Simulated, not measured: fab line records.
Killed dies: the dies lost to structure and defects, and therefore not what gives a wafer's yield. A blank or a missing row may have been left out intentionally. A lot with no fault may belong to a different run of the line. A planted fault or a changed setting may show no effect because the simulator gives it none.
fab line records	flow gf180mcu
[record] lots = 15	wafers = 45	lastDay = 34
route steps=602 shown NWELL@46 M1@321 V1@351
lots untouched by any fault: they come from a run of this same line in which no faults occurred
startH: hours from the record's first day to the start of the lot's first wafer shown	waitH: how many hours have passed since the lot's step before this one	" as in the row above	L1.1+2: a single row standing in for several wafers	- no value, or no start given	* or withheld: withheld	< > ~ a bound
route shown NAME@n: names a module that has steps shown in the file, with the first one's number in the route	usual: mean and standard deviation over wafers with no fault	same: alike in all rows	chamber/n: place in a boat	sites: readings site by site	_std_site: the standard deviation of these	_edge_site: outer sites' mean less inner sites'	radiusMm: for every site, how far away it sits from the centre of the wafer	mask NAME#n: copy n	behind: the last tool/chamber to shape the wafer	hold: what put the lot on hold/how long, in hours/how the hold closed	device: names the non-switching transistor (n, p or np)	end of line: the same wafers' tests at the end of the route	a step given without rows: its recipe and nothing more	killed: dies lost to structure and defects at the first sort, not the wafer's yield	map: shows each die of a wafer: x if killed, . if not, _ if none is there
set.NAME: setting as actually run; set.NAME@STEP: the setting as run at that earlier step	model.NAME: the simulator's own value behind a step, which no gauge read
route steps across a sampled set of lots; one table per step, one row per wafer
services: when a tool's chamber went out of use (startH, in hours from the record's first day, below 0 if earlier), for how many hours, and the reason
[[steps]]
[step GF_NWELL_EXPOSE_04]
[recipe] maskId = Nwell	targetCdNm = 860	na = 0.6	sourceShape = conventional	sigmaOuter = 0.6	doseMj = 260
[usual] exposureDoseMJCm2 = 260.02/0.24	focusOffsetNm = 0.0/0.52	sigmaOuter = 0.6/0
lot.wafer	tool	chamber	startH	waitH	mask	exposureDoseMJCm2	focusOffsetNm	sigmaOuter
L878.2	ilineStepper-01	0	55.27	-	Nwell#0	260.10	-0.4	0.6
L878.4	"	0	"	"	Nwell#0	260.14	-0.2	0.6
L878.5	"	0	"	"	Nwell#0	260.27	-0.2	0.6
L879.1	ilineStepper-01	0	59.96	-	Nwell#0	260.15	0.2	0.6
L879.3	"	0	"	"	Nwell#0	260.52	0.1	0.6
L879.4	"	0	"	"	Nwell#0	260.05	-0.7	0.6
L880.1	ilineStepper-02	0	67.03	-	Nwell#0	260.58	-0.2	0.6
L880.3	"	0	"	"	Nwell#0	259.85	0.5	0.6
L880.6	"	0	"	"	Nwell#0	260.45	1.0	0.6
L882.1	ilineStepper-02	0	79.16	-	Nwell#0	259.86	-0.1	0.6
L882.2	"	0	"	"	Nwell#0	260.02	0.8	0.6
L882.6	"	0	"	"	Nwell#0	260.12	0.1	0.6
L885.1	ilineStepper-01	-	90.52	-	Nwell#0	-	-	-
L885.4	"	-	"	"	Nwell#0	-	-	-
L885.5	"	-	"	"	Nwell#0	-	-	-
L886.3	ilineStepper-01	-	94.66	-	Nwell#0	-	-	-
L886.4	"	-	"	"	Nwell#0	-	-	-
L886.6	"	-	"	"	Nwell#0	-	-	-
L887.2	ilineStepper-02	-	103.04	-	Nwell#0	-	-	-
L887.3	"	-	"	"	Nwell#0	-	-	-
L887.5	"	-	"	"	Nwell#0	-	-	-
L890.2	ilineStepper-02	0	115.82	-	Nwell#0	260.27	0.3	0.6
L890.3	"	0	"	"	Nwell#0	260.32	0.4	0.6
L890.5	"	0	"	"	Nwell#0	260.21	0.7	0.6
L892.1	ilineStepper-02	0	129.64	-	Nwell#0	259.98	-0.5	0.6
L892.4	"	0	"	"	Nwell#0	260.22	-0.2	0.6
L892.6	"	0	"	"	Nwell#0	260.14	0.2	0.6
L893.3	ilineStepper-02	0	134.65	-	Nwell#0	259.89	0.1	0.6
L893.4	"	0	"	"	Nwell#0	259.75	0.4	0.6
L893.6	"	0	"	"	Nwell#0	259.77	0.1	0.6
L894.2	ilineStepper-01	0	140.29	-	Nwell#0	259.94	-0.8	0.6
L894.3	"	0	"	"	Nwell#0	259.84	0.1	0.6
L894.5	"	0	"	"	Nwell#0	259.61	-0.2	0.6
L895.2	ilineStepper-01	0	146.43	-	Nwell#0	259.86	0.4	0.6
L895.3	"	0	"	"	Nwell#0	259.59	-0.4	0.6
L895.6	"	0	"	"	Nwell#0	259.85	-0.6	0.6
L896.1	ilineStepper-01	0	153.30	-	Nwell#0	259.81	0.0	0.6
L896.4	"	0	"	"	Nwell#0	260.16	0.1	0.6
L896.5	"	0	"	"	Nwell#0	259.89	-0.2	0.6
L897.3	ilineStepper-01	0	157.55	-	Nwell#0	260.32	0.2	0.6
L897.4	"	0	"	"	Nwell#0	259.97	0.2	0.6
L897.6	"	0	"	"	Nwell#0	259.87	0.8	0.6
L898.2	ilineStepper-01	0	162.87	-	Nwell#0	260.42	0.3	0.6
L898.3	"	0	"	"	Nwell#0	260.26	-0.3	0.6
L898.6	"	0	"	"	Nwell#0	260.26	-0.1	0.6
[step GF_M1_THK_MEAS_06]
[recipe] thkMeasGauge = xrf	reads = AlCu_of_M1_SPUTTER_02
[usual] M1_ALCU_THK = 443/4.7
lot.wafer	tool	chamber	startH	waitH	M1_ALCU_THK[nm]
L878.2	filmMetro-02	-	380.40	0.1	451
L878.4	"	-	"	"	449
L878.5	"	-	"	"	448
L879.1	filmMetro-04	-	385.63	0.1	440
L879.3	"	-	"	"	443
L879.4	"	-	"	"	440
L880.1	filmMetro-04	-	405.83	0.1	446
L880.3	"	-	"	"	436
L880.6	"	-	"	"	436
L882.1	filmMetro-01	-	426.88	0.1	445
L882.2	"	-	"	"	441
L882.6	"	-	"	"	446
L885.1	filmMetro-04	-	447.93	0.1	444
L885.4	"	-	"	"	442
L885.5	"	-	"	"	446
L886.3	filmMetro-04	-	454.90	0.1	441
L886.4	"	-	"	"	444
L886.6	"	-	"	"	442
L887.2	filmMetro-04	-	472.43	0.1	440
L887.3	"	-	"	"	433
L887.5	"	-	"	"	439
L890.2	filmMetro-02	-	493.44	0.1	444
L890.3	"	-	"	"	446
L890.5	"	-	"	"	445
L892.1	filmMetro-01	-	509.99	0.1	443
L892.4	"	-	"	"	449
L892.6	"	-	"	"	449
L893.3	filmMetro-02	-	516.01	0.1	443
L893.4	"	-	"	"	441
L893.6	"	-	"	"	443
L894.2	filmMetro-02	-	527.15	0.1	450
L894.3	"	-	"	"	443
L894.5	"	-	"	"	441
L895.2	filmMetro-01	-	535.48	0.1	442
L895.3	"	-	"	"	443
L895.6	"	-	"	"	442
L896.1	filmMetro-04	-	542.64	0.1	452
L896.4	"	-	"	"	446
L896.5	"	-	"	"	447
L897.3	filmMetro-01	-	550.64	0.1	440
L897.4	"	-	"	"	441
L897.6	"	-	"	"	441
L898.2	filmMetro-04	-	557.33	0.1	440
L898.3	"	-	"	"	440
L898.6	"	-	"	"	440
[step GF_M1_STRIP_17]
[recipe] chemistry = O2/N2	powerW = 1400	pressureMtorr = 1500	platenTempC = 250	o2FlowSccm = 3000	n2FlowSccm = 300	overashFraction = 0.5
[usual] drypumpMotorCurrentA = 5.6/0.46	heaterPowerW = 346/46	oesProductAu = 0.557/0.0046	stripTimeToEndpointS = 7.86/0.041
[same] overashFraction = 0.5
lot.wafer	tool	chamber	startH	waitH	drypumpMotorCurrentA	heaterPowerW	oesProductAu	rfHoursCounterH	stripTimeToEndpointS
L878.2	plasmaAsher-02	0	403.56	0.1	5.7	430	0.556	80	7.86
L878.4	"	0	"	"	5.7	432	0.556	-	7.84
L878.5	"	0	"	"	5.7	415	0.552	-	7.85
L879.1	plasmaAsher-02	1	408.72	0.1	6.2	297	0.555	81	7.79
L879.3	"	1	"	"	6.2	292	0.555	-	7.82
L879.4	"	0	"	"	5.7	434	0.556	-	7.88
L880.1	plasmaAsher-01	0	429.47	0.1	5.2	319	0.551	32	7.94
L880.3	"	1	"	"	5.7	345	0.553	-	7.92
L880.6	"	0	"	"	5.2	326	0.557	-	7.93
L882.1	plasmaAsher-04	0	451.03	0.1	4.9	390	0.554	65	7.86
L882.2	"	1	"	"	5.9	306	0.563	65	7.87
L882.6	"	1	"	"	5.9	304	0.557	-	7.87
L885.1	plasmaAsher-04	0	472.55	0.2	4.9	391	0.558	68	7.88
L885.4	"	1	"	"	5.9	304	0.553	-	7.85
L885.5	"	0	"	"	4.9	386	0.558	-	7.90
L886.3	plasmaAsher-04	1	479.10	0.1	6.0	308	0.555	-	7.87
L886.4	"	0	"	"	4.9	394	0.551	-	7.83
L886.6	"	0	"	"	4.9	380	0.556	-	7.85
L887.2	plasmaAsher-04	1	497.14	0.1	5.9	304	0.559	71	7.88
L887.3	"	0	"	"	4.9	383	0.550	-	7.87
L887.5	"	0	"	"	4.9	384	0.558	-	7.91
L890.2	plasmaAsher-02	1	517.57	0.1	6.2	303	0.557	94	7.86
L890.3	"	1	"	"	6.2	294	0.559	-	7.88
L890.5	"	0	"	"	5.7	415	0.554	-	7.88
L892.1	plasmaAsher-04	0	533.72	0.2	4.9	385	0.554	73	7.84
L892.4	"	0	"	"	4.9	387	0.554	-	7.88
L892.6	"	0	"	"	4.9	387	0.559	-	7.81
L893.3	plasmaAsher-01	1	538.96	0.1	5.7	336	0.558	-	7.86
L893.4	"	0	"	"	5.1	322	0.553	-	7.81
L893.6	"	0	"	"	5.2	323	0.553	-	7.80
L894.2	plasmaAsher-01	0	549.73	0.1	5.2	309	0.564	48	7.83
L894.3	"	1	"	"	5.7	347	0.566	-	7.88
L894.5	"	1	"	"	5.7	345	0.564	-	7.90
L895.2	plasmaAsher-04	1	557.36	0.1	5.9	296	0.557	76	7.86
L895.3	"	1	"	"	5.9	304	0.555	-	7.86
L895.6	"	0	"	"	4.9	389	0.557	-	7.83
L896.1	plasmaAsher-02	1	563.59	0.2	6.2	293	0.563	100	7.90
L896.4	"	0	"	"	5.7	419	0.559	-	7.88
L896.5	"	0	"	"	5.7	426	0.557	-	7.88
L897.3	plasmaAsher-04	0	572.75	0.1	4.9	381	0.556	-	7.88
L897.4	"	1	"	"	5.9	298	0.553	-	7.82
L897.6	"	1	"	"	5.9	301	0.558	-	7.81
L898.2	plasmaAsher-04	1	579.56	0.1	5.9	309	0.561	78	7.84
L898.3	"	1	"	"	5.9	298	0.557	-	7.87
L898.6	"	1	"	"	5.9	302	0.548	-	7.84
[step GF_V1_ETCH_16]
[recipe] chemistry = N2/H2	targetDepthA = withheld	overetchA = withheld	timeS = withheld	target = BARC	ionEnergyEv = 200	sourceW = 485.4	biasW = 100	pressureMtorr = 30	n2FlowSccm = 100	h2FlowSccm = 200
[usual] drypumpMotorCurrentA = 5.7/0.54	oesProductAu = 0.854/0.0046	throttleValvePct = 13.225/0.0099
lot.wafer	tool	chamber	startH	waitH	drypumpMotorCurrentA	oesProductAu	throttleValvePct
L878.2	rieDiel-02	3	428.87	0.0	5.3	0.854	13.229
L878.4	"	1	"	"	4.9	0.854	13.226
L878.5	"	0	"	"	6.2	0.854	13.229
L879.1	rieDiel-03	0	434.24	0.0	5.2	0.850	13.219
L879.3	"	2	"	"	6.6	0.858	13.216
L879.4	"	3	"	"	5.9	0.847	13.231
L880.1	rieDiel-02	1	454.35	0.0	4.9	0.855	13.211
L880.3	"	0	"	"	6.2	0.854	13.233
L880.6	"	3	"	"	5.3	0.843	13.217
L882.1	rieDiel-04	1	477.12	0.0	6.4	0.856	13.244
L882.2	"	3	"	"	5.6	0.853	13.242
L882.6	"	2	"	"	6.2	0.849	13.223
L885.1	rieDiel-03	3	498.82	0.0	5.9	0.854	13.207
L885.4	"	1	"	"	5.7	0.851	13.251
L885.5	"	2	"	"	6.7	0.857	13.217
L886.3	rieDiel-04	0	504.55	0.0	4.8	0.850	13.220
L886.4	"	3	"	"	5.6	0.852	13.225
L886.6	"	2	"	"	6.2	0.855	13.220
L887.2	rieDiel-02	0	521.23	0.0	6.2	0.854	13.216
L887.3	"	2	"	"	5.5	0.848	13.234
L887.5	"	3	"	"	5.3	0.858	13.215
L890.2	rieDiel-02	0	541.83	0.0	6.2	0.852	13.215
L890.3	"	3	"	"	5.3	0.854	13.229
L890.5	"	0	"	"	6.2	0.858	13.219
L892.1	rieDiel-03	2	557.53	0.0	6.6	0.855	13.230
L892.4	"	3	"	"	5.9	0.862	13.242
L892.6	"	2	"	"	6.6	0.864	13.207
L893.3	rieDiel-03	3	576.70	0.0	5.9	0.857	13.213
L893.4	"	0	"	"	5.2	0.854	13.223
L893.6	"	3	"	"	5.9	0.845	13.226
L894.2	rieDiel-02	0	577.66	0.0	6.2	0.853	13.229
L894.3	"	3	"	"	5.3	0.850	13.226
L894.5	"	0	"	"	6.2	0.854	13.231
L895.2	rieDiel-03	2	581.18	0.0	6.6	0.857	13.219
L895.3	"	1	"	"	5.7	0.852	13.236
L895.6	"	0	"	"	5.2	0.853	13.215
L896.1	rieDiel-04	1	586.53	0.0	6.4	0.850	13.230
L896.4	"	1	"	"	6.4	0.850	13.235
L896.5	"	0	"	"	4.8	0.851	13.215
L897.3	rieDiel-03	2	598.36	0.0	6.6	0.850	13.229
L897.4	"	1	"	"	5.7	0.856	13.218
L897.6	"	0	"	"	5.2	0.858	13.224
L898.2	rieDiel-03	0	603.78	0.0	5.2	0.857	13.234
L898.3	"	2	"	"	6.7	0.866	13.205
L898.6	"	0	"	"	5.2	0.845	13.229
[[services]]
tool	chamber	startH	hours	kind
rieDiel-03	0	57.12	28.4	repair
plasmaAsher-04	-	69.10	2.2	repair
ilineStepper-02	-	181.03	13.5	repair
ilineStepper-01	-	199.17	1.7	pm
rieDiel-03	3	200.13	8.0	repair
ilineStepper-02	-	220.32	1.7	pm
ilineStepper-01	-	260.43	1.2	repair
ilineStepper-02	-	273.78	2.2	repair
rieDiel-03	1	293.13	11.2	repair
ilineStepper-02	-	313.02	0.6	repair
ilineStepper-01	-	320.00	7.2	repair
ilineStepper-01	-	377.32	4.4	pm
rieDiel-03	-	409.20	0.3	repair
ilineStepper-01	-	417.35	1.7	pm
ilineStepper-02	-	438.55	1.7	pm
plasmaAsher-04	-	457.09	2.8	pm
ilineStepper-02	-	458.05	2.1	pm
plasmaAsher-04	-	500.32	1.9	repair
plasmaAsher-04	-	500.81	3.4	repair
ilineStepper-01	-	503.66	3.6	repair
ilineStepper-01	-	508.18	2.1	pm
plasmaAsher-04	-	516.77	9.2	pm
rieDiel-03	0	520.57	5.9	repair
plasmaAsher-04	-	541.40	2.4	repair
[[key]]
[firstSign] step = GF_NWELL_EXPOSE_04	reading = toolRecord	direction = missing
effect none on later readings
metAt GF_NWELL_EXPOSE_04
struckLots L885,L886,L887
sortLeftOut L885.1,L885.4,L885.5,L886.3,L886.4,L886.6,L887.2,L887.3,L887.5
testerLeftOut L885,L886,L887
notActingAt GF_M1_THK_MEAS_06,GF_M1_STRIP_17,GF_V1_ETCH_16
onsetBetween 79.16 90.52
[fault] kind = skippedStepWhole	tool = ilineStepper-01,ilineStepper-02	chamber = -	onsetH = 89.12	steps = GF_NWELL_EXPOSE_04	scope = struckLotsOnly
// testerLeftOut: of these lots the tester's yield and bins aren't shown, on N5 and GAA mostly nor the transistor test; their killed dies are dies lost to structure and defects alone, not to doping, threshold or leakage, so they don't give the yield
// sortLeftOut: the simulated sort isn't trusted on such a fault, so these wafers' sort isn't shown, and their yield isn't known
